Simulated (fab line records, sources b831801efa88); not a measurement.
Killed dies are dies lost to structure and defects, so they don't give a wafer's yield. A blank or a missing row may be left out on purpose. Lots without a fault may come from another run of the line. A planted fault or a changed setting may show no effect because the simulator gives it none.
fab line records | flow sky130
record lots=5 wafers=15 last_day=49
route steps=708 shown LDD_N@253 LDD_P@255 LDD_HVN@267 PAD_OPEN@708
lots that met no fault: from a run of the same line without faults
start_h: hours from the record's first day to the start of the lot's first wafer shown | wait_h: hours since the lot's step before | " the same as in the row above | L1.1+2: a row that stands for several wafers | - no value, or no start given | * or withheld: withheld | < > ~ a bound
route shown NAME@n: a module of which the file shows steps, and the number in the route of the first | usual: mean/standard deviation of fault-free wafers | same: alike in all rows | chamber/n: place in a boat | sites: the reading at each site | _std_site: their standard deviation | _edge_site: outer sites' mean less inner sites' | radius_mm: how far each site lies from the wafer's centre | mask NAME#n: copy n | behind: the tool/chamber that last shaped the wafer | hold: why the lot was held/for how many hours/how that ended | device: the transistor (n, p or np) that didn't switch | end of line: the same wafers' tests at the end of the route | a step without rows: its recipe alone | killed: dies lost to structure and defects at the first sort, not the wafer's yield | map: a wafer's dies, x killed, . not, _ none there
set.NAME: the setting as run; set.NAME@STEP: as run at that earlier step | model.NAME: the simulator's own value behind a step, which no gauge read
lots at some steps of the route; a table a step, a row a wafer
services: from which hour (start_h, from the record's first day; less than 0 if before it) a tool's chamber was out of use, for how many hours, and why
## steps
# step SKY_LDD_N_STRIP_16
# recipe chemistry=O2/N2 power_w=1400 pressure_mtorr=1500 platen_temp_c=withheld o2_flow_sccm=3000 n2_flow_sccm=300 overash_fraction=0.5
# usual drypump_motor_current_A=6.0/0.41 oes_product_au=0.406/0.0046 strip_time_to_endpoint_s=4.309/0.014
# columns lot.wafer tool chamber start_h wait_h drypump_motor_current_A oes_product_au rf_hours_counter_h strip_time_to_endpoint_s
L301.2 plasma_asher-03 1 427.23 0.1 5.5 0.406 28 4.291
L301.3 " 0 " " 6.1 0.405 - 4.308
L301.5 " 1 " " 5.5 0.422 - 4.329
L302.2 plasma_asher-04 1 441.09 0.1 6.4 0.404 1 4.328
L302.5 " 1 " " 6.4 0.412 - 4.330
L302.6 " 0 " " 5.9 0.415 - 4.311
L310.2 plasma_asher-01 0 510.53 0.1 6.7 0.415 74 4.311
L310.3 " 1 " " 5.7 0.408 - 4.304
L310.6 " 1 " " 5.7 0.409 - 4.308
L311.1 plasma_asher-03 0 518.08 0.1 6.1 0.407 37 4.289
L311.4 " 1 " " 5.5 0.413 - 4.297
L311.5 " 1 " " 5.5 0.402 - 4.267
L315.3 plasma_asher-04 1 563.26 0.1 6.4 0.408 - 4.320
L315.5 " 0 " " 5.9 0.405 - 4.310
L315.6 " 1 " " 6.4 0.407 - 4.318
# step SKY_LDD_N_TW_MEAS_17
# usual LDD_N_TW=2624/30
# columns lot.wafer tool chamber start_h wait_h LDD_N_TW
L301.2 film_metro-01 - 427.34 0.1 2677
L301.3 " - " " 2664
L301.5 " - " " 2670
L302.2 film_metro-02 - 441.20 0.1 2614
L302.5 " - " " 2594
L302.6 " - " " 2610
L310.2 film_metro-01 - 510.64 0.1 2658
L310.3 " - " " 2653
L310.6 " - " " 2639
L311.1 film_metro-03 - 518.18 0.1 2604
L311.4 " - " " 2590
L311.5 " - " " 2589
L315.3 film_metro-03 - 563.35 0.1 2607
L315.5 " - " " 2631
L315.6 " - " " 2641
# step SKY_LDD_P_DEHYDRATE_00
# recipe temp_c=200 time_s=60
# step SKY_LDD_P_HMDS_01
# recipe prime_time_s=60 prime_temp_c=120
# step SKY_LDD_P_COAT_02
# recipe resist=NOVOLAK spin_rpm=3000 resist_thk_nm=1140
# step SKY_LDD_P_SOFTBAKE_03
# recipe temp_c=90 time_s=60 resist=NOVOLAK
# step SKY_LDD_P_EXPOSE_04
# recipe mask_id=PSDM na=0.6 source_shape=conventional sigma_outer=0.6 polarization=unpolarized target_cd_nm=380 dose_mj=138
# step SKY_LDD_P_PEB_05
# recipe temp_c=withheld time_s=* resist=NOVOLAK
# step SKY_LDD_P_DEVELOP_06
# recipe resist=NOVOLAK developer=TMAH develop_time_s=60 dev_temp_c=23
# step SKY_LDD_P_CD_MEAS_07
# recipe target_cd_nm=380
# usual cd_nm=380.0/2.4
# columns lot.wafer tool chamber start_h wait_h cd_nm
L301.2 cd_sem-01 - 457.85 0.1 377.2
L301.3 " - " " 374.9
L301.5 " - " " 376.0
L302.2 cd_sem-01 - 472.07 0.1 381.6
L302.5 " - " " 379.4
L302.6 " - " " 382.3
L310.2 cd_sem-02 - 541.21 0.1 381.6
L310.3 " - " " 381.2
L310.6 " - " " 378.2
L311.1 cd_sem-01 - 548.29 0.1 380.4
L311.4 " - " " 381.0
L311.5 " - " " 382.5
L315.3 cd_sem-01 - 592.68 0.1 374.9
L315.5 " - " " 375.9
L315.6 " - " " 376.3
# step SKY_LDD_P_OVL_MEAS_08
# usual LDD_P_OVL=-0.2/1.6
# columns lot.wafer tool chamber start_h wait_h LDD_P_OVL[nm]
L301.2 overlay-01 - 457.95 0.1 0.9
L301.3 " - " " -0.2
L301.5 " - " " 1.2
L302.2 overlay-02 - 472.18 0.1 -3.4
L302.5 " - " " -1.0
L302.6 " - " " -0.7
L310.2 overlay-01 - 541.32 0.1 -1.6
L310.3 " - " " -1.6
L310.6 " - " " -0.3
L311.1 overlay-01 - 548.41 0.1 -0.8
L311.4 " - " " 0.9
L311.5 " - " " -1.3
L315.3 overlay-01 - 592.78 0.1 0.0
L315.5 " - " " 1.1
L315.6 " - " " -2.2
# step SKY_LDD_P_IMPLANT_09
# recipe species=BF2 energy_kev=25 dose_cm2=1e+13 tilt_deg=withheld
# step SKY_LDD_P_STRIP_10
# recipe chemistry=O2/N2 power_w=1400 pressure_mtorr=1500 platen_temp_c=withheld o2_flow_sccm=3000 n2_flow_sccm=300 overash_fraction=0.5
# usual drypump_motor_current_A=5.9/0.39 oes_product_au=0.716/0.0042 strip_time_to_endpoint_s=14.17/0.051
# columns lot.wafer tool chamber start_h wait_h drypump_motor_current_A oes_product_au rf_hours_counter_h strip_time_to_endpoint_s model.NOVOLAK_of_LDD_P_COAT_02.thk_nm
L301.2 plasma_asher-02 1 458.13 0.1 6.2 0.707 69 14.23 0
L301.3 " 1 " " 6.2 0.716 - 14.16 0
L301.5 " 1 " " 6.2 0.715 - 14.19 0
L302.2 plasma_asher-04 1 472.36 0.1 6.4 0.716 4 14.20 0
L302.5 " 0 " " 5.9 0.711 - 14.18 0
L302.6 " 1 " " 6.4 0.715 - 14.17 0
L310.2 plasma_asher-04 1 541.50 0.1 6.4 0.953 10 - 363.2
L310.3 " 0 " " 5.9 0.933 - - 363.9
L310.6 " 0 " " 5.9 0.939 - - 364.1
L311.1 plasma_asher-02 1 548.60 0.1 6.2 0.713 78 14.17 0
L311.4 " 1 " " 6.2 0.716 - 14.15 0
L311.5 " 1 " " 6.2 0.714 - 14.15 0
L315.3 plasma_asher-03 1 592.98 0.1 5.5 0.713 - 14.08 0
L315.5 " 1 " " 5.5 0.713 - 14.07 0
L315.6 " 0 " " 6.1 0.724 - 14.03 0
# step SKY_LDD_P_TW_MEAS_11
# usual LDD_P_TW=641/9.8
# columns lot.wafer tool chamber start_h wait_h LDD_P_TW
L301.2 film_metro-02 - 458.24 0.1 636
L301.3 " - " " 640
L301.5 " - " " 635
L302.2 film_metro-01 - 472.47 0.1 649
L302.5 " - " " 651
L302.6 " - " " 653
L310.2 film_metro-02 - 541.61 0.1 632
L310.3 " - " " 632
L310.6 " - " " 633
L311.1 film_metro-01 - 548.70 0.1 650
L311.4 " - " " 649
L311.5 " - " " 653
L315.3 film_metro-01 - 593.07 0.1 658
L315.5 " - " " 656
L315.6 " - " " 657
# step SKY_LDD_HVN_DEHYDRATE_00
# recipe temp_c=200 time_s=60
# step SKY_LDD_HVN_HMDS_01
# recipe prime_time_s=60 prime_temp_c=120
# step SKY_LDD_HVN_COAT_02
# recipe resist=NOVOLAK spin_rpm=3000 resist_thk_nm=300
# step SKY_LDD_HVN_SOFTBAKE_03
# recipe temp_c=90 time_s=60 resist=NOVOLAK
# step SKY_LDD_HVN_EXPOSE_04
# recipe mask_id=HVNTM na=0.6 source_shape=conventional sigma_outer=0.6 polarization=unpolarized target_cd_nm=700 dose_mj=127
# step SKY_LDD_HVN_PEB_05
# recipe temp_c=withheld time_s=* resist=NOVOLAK
# step SKY_LDD_HVN_DEVELOP_06
# recipe resist=NOVOLAK developer=TMAH develop_time_s=60 dev_temp_c=23
# step SKY_LDD_HVN_OVL_MEAS_07
# usual LDD_HVN_OVL=-2.4/1.2
# columns lot.wafer tool chamber start_h wait_h LDD_HVN_OVL[nm]
L301.2 overlay-02 - 488.31 0.1 -1.9
L301.3 " - " " -0.8
L301.5 " - " " -2.1
L302.2 overlay-02 - 503.10 0.1 -5.0
L302.5 " - " " -2.7
L302.6 " - " " -2.3
L310.2 overlay-02 - 571.33 0.1 -2.8
L310.3 " - " " -1.8
L310.6 " - " " -2.9
L311.1 overlay-02 - 577.89 0.1 -0.7
L311.4 " - " " -0.7
L311.5 " - " " -1.4
L315.3 overlay-01 - 621.69 0.1 -1.1
L315.5 " - " " -1.3
L315.6 " - " " -2.4
# step SKY_LDD_HVN_IMPLANT_08
# recipe species=P energy_kev=60 dose_cm2=3e+13 tilt_deg=40
# step SKY_LDD_HVN_STRIP_09
# recipe chemistry=O2/N2 power_w=1400 pressure_mtorr=1500 platen_temp_c=withheld o2_flow_sccm=3000 n2_flow_sccm=300 overash_fraction=0.5
# usual drypump_motor_current_A=5.9/0.45 oes_product_au=0.408/0.0046 strip_time_to_endpoint_s=4.131/0.019
# columns lot.wafer tool chamber start_h wait_h drypump_motor_current_A oes_product_au rf_hours_counter_h strip_time_to_endpoint_s
L301.2 plasma_asher-03 1 488.49 0.1 5.4 0.414 34 4.145
L301.3 " 0 " " 6.1 0.411 - 4.155
L301.5 " 0 " " 6.1 0.405 - 4.142
L302.2 plasma_asher-02 1 503.28 0.1 6.2 0.412 73 4.097
L302.5 " 0 " " 5.4 0.399 - 4.095
L302.6 " 1 " " 6.2 0.402 - 4.115
L310.2 plasma_asher-03 1 571.51 0.1 5.5 0.646 43 9.940
L310.3 " 0 " " 6.1 0.651 - 9.965
L310.6 " 1 " " 5.5 0.648 - 9.956
L311.1 plasma_asher-02 1 578.08 0.1 6.2 0.403 80 4.153
L311.4 " 0 " " 5.4 0.408 - 4.151
L311.5 " 1 " " 6.2 0.407 - 4.141
L315.3 plasma_asher-03 1 621.90 0.1 5.5 0.406 - 4.146
L315.5 " 1 " " 5.5 0.404 - 4.120
L315.6 " 0 " " 6.2 0.401 - 4.127
# step SKY_LDD_HVN_TW_MEAS_10
# usual LDD_HVN_TW=1432/12
# columns lot.wafer tool chamber start_h wait_h hold LDD_HVN_TW
L301.2 film_metro-04 - 488.60 0.1 - 1442
L301.3 " - " " - 1429
L301.5 " - " " - 1430
L302.2 film_metro-04 - 503.39 0.1 - 1440
L302.5 " - " " - 1429
L302.6 " - " " - 1436
L310.2 film_metro-04 - 571.62 0.1 await_dispo/0.2h/release 30
L310.3 " - " " await_dispo/0.2h/release 30
L310.6 " - " " await_dispo/0.2h/release 29
L310.2 film_metro-04 - 571.85 0.2 - 30
L310.3 " - " " - 30
L310.6 " - " " - 30
L311.1 film_metro-02 - 578.18 0.1 - 1429
L311.4 " - " " - 1434
L311.5 " - " " - 1438
L315.3 film_metro-04 - 621.98 0.1 - 1419
L315.5 " - " " - 1429
L315.6 " - " " - 1421
# step SKY_PAD_OPEN_PROBE_99
# usual defect_limited_yield=82.2/1.9 killed_at_M0_to_M3=44/6.6 killed_at_M4_up=3.4/1.9 killed_at_contacts=25/5.6 killed_at_front_end=15/4.6 killed_at_other=0.3/0.6 killed_dies=88/9.5 killed_open=47/7.1 killed_short=40/6.4 sort_bin_3_pad_short=1.0/0.47 sort_bin_5_function=10.4/1.4 sort_bin_6_memory=6.4/1.1 sort_n_pass=404/9.5 sort_yield_pct=82.2/1.9
# same gross_dies=492 killed_at_back_side=0 sort_bin_4_leakage[%]=0 sort_bin_8_speed[%]=0
# columns lot.wafer tool chamber start_h wait_h defect_limited_yield[%] killed_at_M0_to_M3 killed_at_M4_up killed_at_contacts killed_at_front_end killed_at_other killed_dies killed_open killed_short sort_bin_3_pad_short[%] sort_bin_5_function[%] sort_bin_6_memory[%] sort_n_pass sort_yield_pct[%]
L301.2 prober-01 - 1092.97 0.1 80.5 53 2 24 17 0 96 43 53 1.2 10.8 7.5 396 80.5
L301.3 prober-01 - 1093.02 0.2 84.1 37 1 31 9 0 78 38 40 1.0 9.6 5.3 414 84.1
L301.5 prober-01 - 1093.12 0.2 82.3 46 2 22 17 0 87 45 42 0.8 12.0 4.9 405 82.3
L302.2 prober-02 - 1104.76 0.1 81.5 53 5 25 8 0 91 49 42 0.6 11.6 6.3 401 81.5
L302.5 prober-02 - 1104.91 0.2 84.1 46 5 17 10 0 78 38 40 0.2 10.2 5.5 414 84.1
L302.6 prober-02 - 1104.96 0.2 84.3 42 9 19 7 0 77 43 34 1.4 8.9 5.3 415 84.3
# killed by level:class
L301.2 METAL2:geometric_particle:short=11 VIA1:geometric_particle:short=10 VIA1:geometric_particle:open=8 LI_CONTACT:geometric_particle:open=7 VIA2:geometric_particle:open=7 CONTACT:geometric_particle:short=6 FIELD_ISO:geometric_particle:short=5 CONTACT:geometric_particle:open=5
L301.3 CONTACT:geometric_particle:open=10 LOCAL_INTERCONNECT:geometric_particle:short=8 LI_CONTACT:geometric_particle:open=7 METAL2:geometric_particle:short=7 METAL1:geometric_particle:short=6 VIA1:geometric_particle:short=6 VIA3:geometric_particle:open=5 CONTACT:geometric_particle:short=4
L301.5 CONTACT:geometric_particle:open=11 VIA1:geometric_particle:open=9 METAL2:geometric_particle:short=8 METAL1:geometric_particle:short=8 VIA2:geometric_particle:open=6 FIELD_ISO:geometric_particle:short=5 FIELD_ISO:geometric_particle:open=5 CONTACT:geometric_particle:short=4
L302.2 CONTACT:geometric_particle:open=15 VIA1:geometric_particle:open=12 METAL2:geometric_particle:short=11 CONTACT:geometric_particle:short=7 VIA2:geometric_particle:open=6 VIA1:geometric_particle:short=5 VIA3:geometric_particle:open=5 METAL4:geometric_particle:short=5
L302.5 VIA1:geometric_particle:open=10 METAL2:geometric_particle:short=8 VIA2:geometric_particle:open=8 METAL1:geometric_particle:short=6 CONTACT:geometric_particle:open=5 LI_CONTACT:geometric_particle:short=4 METAL3:geometric_particle:short=4 METAL4:geometric_particle:short=4
L302.6 VIA1:geometric_particle:open=12 LI_CONTACT:geometric_particle:open=9 CONTACT:geometric_particle:open=5 METAL2:geometric_particle:short=5 VIA3:geometric_particle:short=5 VIA2:geometric_particle:open=4 VIA2:geometric_particle:short=4 METAL4:geometric_particle:short=4
## services
# columns tool chamber start_h hours kind
plasma_asher-04 - 421.32 9.0 pm
plasma_asher-04 0 421.32 9.0 vent_cycle
plasma_asher-04 1 421.32 9.0 vent_cycle
plasma_asher-04 0 430.32 - clean
plasma_asher-04 1 430.32 - clean
plasma_asher-04 - 516.89 4.4 repair
plasma_asher-04 - 543.78 4.3 repair
plasma_asher-02 - 555.92 4.4 repair
plasma_asher-04 - 575.93 6.8 repair
plasma_asher-02 - 620.35 14.6 pm
## key
first_sign step=SKY_LDD_P_STRIP_10 reading=oes_product_au direction=up sigmas=53 usual=0.716 struck=0.942
effect step=SKY_LDD_HVN_STRIP_09 reading=strip_time_to_endpoint_s direction=up sigmas=99+ usual=* struck=*
effect step=SKY_LDD_HVN_TW_MEAS_10 reading=visit direction=added
effect step=SKY_LDD_HVN_TW_MEAS_10 reading=LDD_HVN_TW direction=down sigmas=99+ usual=1432 struck=30
model_effect step=SKY_LDD_P_STRIP_10 value=NOVOLAK_of_LDD_P_COAT_02.thk_nm without=0 struck=363.7
met_at SKY_LDD_P_STRIP_10
struck_wafers L310.2,L310.3,L310.6
scrapped_behind SKY_LDD_HVN_TW_MEAS_10 L310.2,L310.3,L310.6
onset_between 472.36 541.50
fault kind=strip_aborted tool=plasma_asher-04 chamber=- onset_h=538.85 steps=SKY_LDD_P_STRIP_10 offset=0.59307 end_h=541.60
